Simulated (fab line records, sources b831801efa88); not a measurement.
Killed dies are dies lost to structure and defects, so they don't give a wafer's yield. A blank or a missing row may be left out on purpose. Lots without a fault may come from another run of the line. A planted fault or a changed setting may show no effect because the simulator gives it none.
Which tool did it? | flow sky130 | 11 lots, 33 wafers sampled, at 5 steps of a route of 708

WHAT THE GAUGES READ, wafer by wafer
SKY_LDD_LDN_OVL_MEAS_07.
lot  | measured     | on         | LDD_LDN_OVL (nm)
L973 | day 22 17:42 | overlay-01 | 0.5 2.4 0.8
L974 | day 23 05:43 | overlay-01 | -2.4 -2.1 -1.7
L976 | day 23 21:40 | overlay-02 | 0.6 0.8 1.2
L978 | day 24 08:45 | overlay-01 | 0.0 0.0 -1.0
L981 | day 25 17:15 | overlay-01 | -1.2 -1.8 0.0
L982 | day 26 12:09 | overlay-02 | 1.7 1.7 0.1
L983 | day 26 20:47 | overlay-01 | -2.3 -1.8 -1.8
L984 | day 27 05:11 | overlay-02 | -0.8 -0.3 0.1
L986 | day 27 13:59 | overlay-01 | - - -
L991 | day 29 06:31 | overlay-02 | 1.5 0.6 1.5
L996 | day 30 14:19 | overlay-02 | -1.0 0.8 0.1

SKY_LDD_LDN_TW_MEAS_13.
lot  | measured     | on            | LDD_LDN_TW
L973 | day 22 18:26 | film_metro-01 | 1473 1473 1483
L974 | day 23 06:28 | film_metro-01 | 1475 1468 1469
L976 | day 23 22:25 | film_metro-01 | 1472 1472 1465
L978 | day 24 09:30 | film_metro-02 | 1465 1473 1463
L981 | day 25 18:00 | film_metro-02 | 1473 1476 1479
L982 | day 26 12:54 | film_metro-02 | 1466 1463 1469
L983 | day 26 21:32 | film_metro-02 | 1469 1465 1471
L984 | day 27 05:55 | film_metro-01 | 1467 1465 1467
L986 | day 27 14:44 | film_metro-02 | 30 30 30
L991 | day 29 07:16 | film_metro-02 | 1474 1473 1466
L996 | day 30 15:04 | film_metro-04 | 1471 1470 1477

SKY_LI_CONTACT_BOW_MEAS_03.
lot  | measured     | on            | LI_CONTACT_BOW (um)
L973 | day 27 19:41 | film_metro-04 | 49 55 45
L974 | day 28 07:39 | film_metro-04 | 61 48 62
L976 | day 28 21:12 | film_metro-01 | 56 63 60
L978 | day 29 08:36 | film_metro-04 | 67 63 48
L981 | day 30 15:22 | film_metro-03 | 53 54 64
L982 | day 31 08:43 | film_metro-04 | 62 56 47
L983 | day 31 17:32 | film_metro-01 | 62 66 56
L984 | day 31 23:58 | film_metro-04 | 59 56 58
L986 | day 32 08:58 | film_metro-01 | 54 55 59
L991 | day 33 23:10 | film_metro-03 | 54 40 47
L996 | day 35 05:47 | film_metro-03 | 61 62 45

WHICH TOOL RAN EACH LOT (tool, then ch and the chambers of the sampled wafers, then the start)
lot  | SKY_LDD_P_STRIP_10                   | SKY_LDD_LDN_EXPOSE_04
L973 | plasma_asher-01 ch 0,1, day 18 20:36 | iline_stepper-02 ch 0, day 22 01:55
L974 | plasma_asher-03 ch 0,1, day 19 09:29 | iline_stepper-01 ch 0, day 22 15:01
L976 | plasma_asher-03 ch 0,1, day 20 02:06 | iline_stepper-01 ch 0, day 23 07:02
L978 | plasma_asher-01 ch 0,1, day 20 14:44 | iline_stepper-01 ch 0, day 23 18:22
L981 | plasma_asher-03 ch 0,1, day 22 00:08 | iline_stepper-02 ch 0, day 25 03:32
L982 | plasma_asher-01 ch 0,1, day 22 18:38 | iline_stepper-01 ch 0, day 25 21:19
L983 | plasma_asher-03 ch 0, day 23 05:09   | iline_stepper-01 ch 0, day 26 06:56
L984 | plasma_asher-02 ch 0,1, day 23 13:05 | iline_stepper-02 ch 0, day 26 15:31
L986 | plasma_asher-01 ch 0,1, day 23 21:24 | iline_stepper-01 ch 0, day 26 23:01
L991 | plasma_asher-01 ch 0,1, day 25 16:36 | iline_stepper-01 ch 0, day 28 16:52
L996 | plasma_asher-01 ch 0, day 27 01:41   | iline_stepper-02 ch 0, day 30 01:05
- SKY_LDD_P_STRIP_10: strips in O2/N2.
- SKY_LDD_LDN_EXPOSE_04: exposes mask LDNTM, target cd 700 nm.

WHAT THE TOOLS THEMSELVES READ (means of the sampled wafers that have a number; where no wafer has one, the mark that the record gives instead)
SKY_LDD_P_STRIP_10.
lot  | tool            | drypump_motor_current_A (A) | oes_product_au (a.u.) | strip_time_to_endpoint_s (s)
L973 | plasma_asher-01 | 5.7                         | 0.713                 | 14.17
L974 | plasma_asher-03 | 6.1                         | 0.714                 | 14.11
L976 | plasma_asher-03 | 5.8                         | 0.718                 | 14.21
L978 | plasma_asher-01 | 5.7                         | 0.717                 | 14.15
L981 | plasma_asher-03 | 6.1                         | 0.719                 | 14.26
L982 | plasma_asher-01 | 5.6                         | 0.716                 | 14.20
L983 | plasma_asher-03 | 5.6                         | 0.718                 | 14.19
L984 | plasma_asher-02 | 5.1                         | 0.716                 | 14.17
L986 | plasma_asher-01 | 5.7                         | 0.713                 | 14.20
L991 | plasma_asher-01 | 5.5                         | 0.714                 | 14.20
L996 | plasma_asher-01 | 5.9                         | 0.717                 | 14.18

SKY_LDD_LDN_EXPOSE_04.
lot  | tool             | exposure_dose_mJ_cm2 | reticle_temp_C (C)
L973 | iline_stepper-02 | 140.06               | 23.03
L974 | iline_stepper-01 | 139.94               | 22.86
L976 | iline_stepper-01 | 140.12               | 23.06
L978 | iline_stepper-01 | 139.92               | 23.06
L981 | iline_stepper-02 | 140.00               | 23.07
L982 | iline_stepper-01 | 139.92               | 22.92
L983 | iline_stepper-01 | 140.23               | 23.00
L984 | iline_stepper-02 | 139.87               | 23.03
L986 | iline_stepper-01 | 140.03               | 22.87
L991 | iline_stepper-01 | 140.02               | 22.97
L996 | iline_stepper-02 | 139.80               | 23.05

THE ANSWER, worked out from the rows above alone
Rule: what is usual is taken from the lots themselves. Put in order of their means at a reading, lots are off if they are a third of the lots or fewer, leave a main group of 4 or more, and stand apart from it by a gap of 3 or more times the standard deviation of the main group's means; of several such gaps the widest counts. A main group whose means are all the same, to the digits that the tables above print for the reading, isn't used. A lot without any number at a reading at which 4 lots or more have one is off too. The other lots that the step has rows for count as sound. The gauges are gone through in route order, then the tools' own readings, and for those a lot's mean is taken as printed above. The first step at which some lot is off is used, and at that step the reading that is off furthest; a lot without a number counts as furthest.
Off: L986, at SKY_LDD_LDN_OVL_MEAS_07 (LDD_LDN_OVL). Without a number there: L986. The main group: mean -0.1 nm, standard deviation 1.2.
A tool fits if, at a process step before that reading, it ran every lot that is off, and no sound lot after the first of them. The gauges at SKY_LDD_LDN_OVL_MEAS_07 aren't tried: what is off there is off at SKY_LDD_LDN_TW_MEAS_13 too, on other tools, and a gauge's error can't cause that. None of those tried fits.

WHAT THE SIMULATOR HAD PUT IN
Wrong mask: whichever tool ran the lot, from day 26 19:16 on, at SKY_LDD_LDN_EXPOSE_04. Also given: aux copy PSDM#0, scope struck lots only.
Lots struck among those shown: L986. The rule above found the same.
